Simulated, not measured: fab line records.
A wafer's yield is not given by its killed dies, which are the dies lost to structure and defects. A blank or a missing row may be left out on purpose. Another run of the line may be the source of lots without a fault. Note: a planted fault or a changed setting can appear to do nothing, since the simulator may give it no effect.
Which tool was responsible? + flow gf180mcu + at 1 step of a route of 602, 6 lots with 18 wafers sampled

WHAT THE GAUGES SHOWED, per wafer
GF_PSD_CD_MEAS_07: the cd target is 400 nm.
| lot  | measured     | on        | cd nm (nm)        |
|------|--------------|-----------|-------------------|
| L495 | day 15 15:55 | cd sem-01 | 401.6 400.4 402.2 |
| L496 | day 16 09:31 | cd sem-02 | 401.3 400.6 399.5 |
| L499 | day 17 01:59 | cd sem-01 | 396.2 399.6 398.3 |
| L504 | day 18 20:58 | cd sem-01 | 397.9 400.6 398.3 |
| L509 | day 20 13:06 | cd sem-02 | 399.2 400.8 400.7 |
| L512 | day 21 16:49 | cd sem-01 | 400.3 398.9 401.6 |

TOOL THAT RAN EACH LOT (tool first, then ch and the chambers of the sampled wafers, then the start)
Record: no process step prior to these readings.

THE ANSWER, worked out from the rows above alone
Rule: what is usual is taken from the lots themselves. Put in order of their means at a reading, lots are off if they are a third of the lots or fewer, leave a main group of 4 or more, and stand apart from it by a gap of 3 or more times the standard deviation of the main group's means; of several such gaps the widest counts. A main group is skipped when, at the precision printed for the reading in the tables above, its means are all equal. Also off: a lot with no number at a reading for which 4 or more lots have one. The other lots that the step has rows for count as sound.
None of the lots is off at any reading shown; this tells nothing.

WHAT HAD BEEN PUT IN BY THE SIMULATOR
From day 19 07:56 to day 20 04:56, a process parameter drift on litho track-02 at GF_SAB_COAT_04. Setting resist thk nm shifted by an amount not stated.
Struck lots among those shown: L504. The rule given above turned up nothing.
